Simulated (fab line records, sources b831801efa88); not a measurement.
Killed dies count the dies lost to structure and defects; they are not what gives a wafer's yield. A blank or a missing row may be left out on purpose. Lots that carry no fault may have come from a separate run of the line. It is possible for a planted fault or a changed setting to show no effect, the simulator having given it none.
The tool behind it: which one? -- flow gf180mcu -- 7 lots, 21 wafers sampled, at 1 step of a route of 602

WHAT THE GAUGES READ, wafer by wafer
GF_NSD_OVL_MEAS_08.
lot,measured,on,NSD_OVL (nm)
L627,day 13 09:41,overlay-02,2.5 3.0 2.5
L631,day 15 01:53,overlay-02,-0.7 -0.7 -0.1
L639,day 17 23:05,overlay-01,-0.1 1.0 -0.7
L641,day 18 16:53,overlay-01,-0.7 1.0 1.0
L644,day 19 16:01,overlay-02,1.2 1.8 0.7
L646,day 20 10:29,overlay-02,0.7 -0.8 0.3
L648,day 20 22:16,overlay-01,0.0 -0.5 0.9

EACH LOT AND THE TOOL THAT RAN IT (in order: tool; ch and the chambers of the sampled wafers; start)
No process step before these readings appears in the record.

THE ANSWER, worked out from the rows above alone
Rule: what is usual is taken from the lots themselves. Put in order of their means at a reading, lots are off if they are a third of the lots or fewer, leave a main group of 4 or more, and stand apart from it by a gap of 3 or more times the standard deviation of the main group's means; of several such gaps the widest counts. Not used: any main group whose means are identical at the precision the tables above print for the reading. A lot without any number at a reading at which 4 lots or more have one is off too. The other lots that the step has rows for count as sound.
No lot is off at any reading shown: from this, nothing can be told.

WHAT THE SIMULATOR HAD PUT IN
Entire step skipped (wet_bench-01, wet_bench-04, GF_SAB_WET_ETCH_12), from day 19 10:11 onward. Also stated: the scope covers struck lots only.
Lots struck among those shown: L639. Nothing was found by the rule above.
